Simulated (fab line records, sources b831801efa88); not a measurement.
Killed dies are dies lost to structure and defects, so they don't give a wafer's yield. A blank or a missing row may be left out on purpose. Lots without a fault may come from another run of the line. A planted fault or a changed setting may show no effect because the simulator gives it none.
Which tool did it? | flow sky130 | 6 lots, 18 wafers sampled, at 1 step of a route of 708

WHAT THE GAUGES READ, wafer by wafer
SKY_FIELD_ISO_THK_MEAS_04.
lot  | measured    | on            | FIELD_ISO_CVD_03_THK (nm)
L760 | day 2 01:34 | film_metro-02 | 164.5 164.8 166.3
L765 | day 3 02:25 | film_metro-04 | 165.6 165.4 165.0
L772 | day 4 14:14 | film_metro-04 | 164.6 164.4 164.3
L774 | day 4 22:20 | film_metro-04 | 163.7 163.7 162.3
L779 | day 5 23:23 | film_metro-02 | 166.5 165.7 166.6
L781 | day 6 11:32 | film_metro-04 | 164.7 165.2 163.7

WHICH TOOL RAN EACH LOT (tool, then ch and the chambers of the sampled wafers, then the start)
The record holds no process step before these readings.

THE ANSWER, worked out from the rows above alone
Rule: what is usual is taken from the lots themselves. Put in order of their means at a reading, lots are off if they are a third of the lots or fewer, leave a main group of 4 or more, and stand apart from it by a gap of 3 or more times the standard deviation of the main group's means; of several such gaps the widest counts. A main group whose means are all the same, to the digits that the tables above print for the reading, isn't used. A lot without any number at a reading at which 4 lots or more have one is off too. The other lots that the step has rows for count as sound.
No lot is off at any reading shown: from this, nothing can be told.

WHAT THE SIMULATOR HAD PUT IN
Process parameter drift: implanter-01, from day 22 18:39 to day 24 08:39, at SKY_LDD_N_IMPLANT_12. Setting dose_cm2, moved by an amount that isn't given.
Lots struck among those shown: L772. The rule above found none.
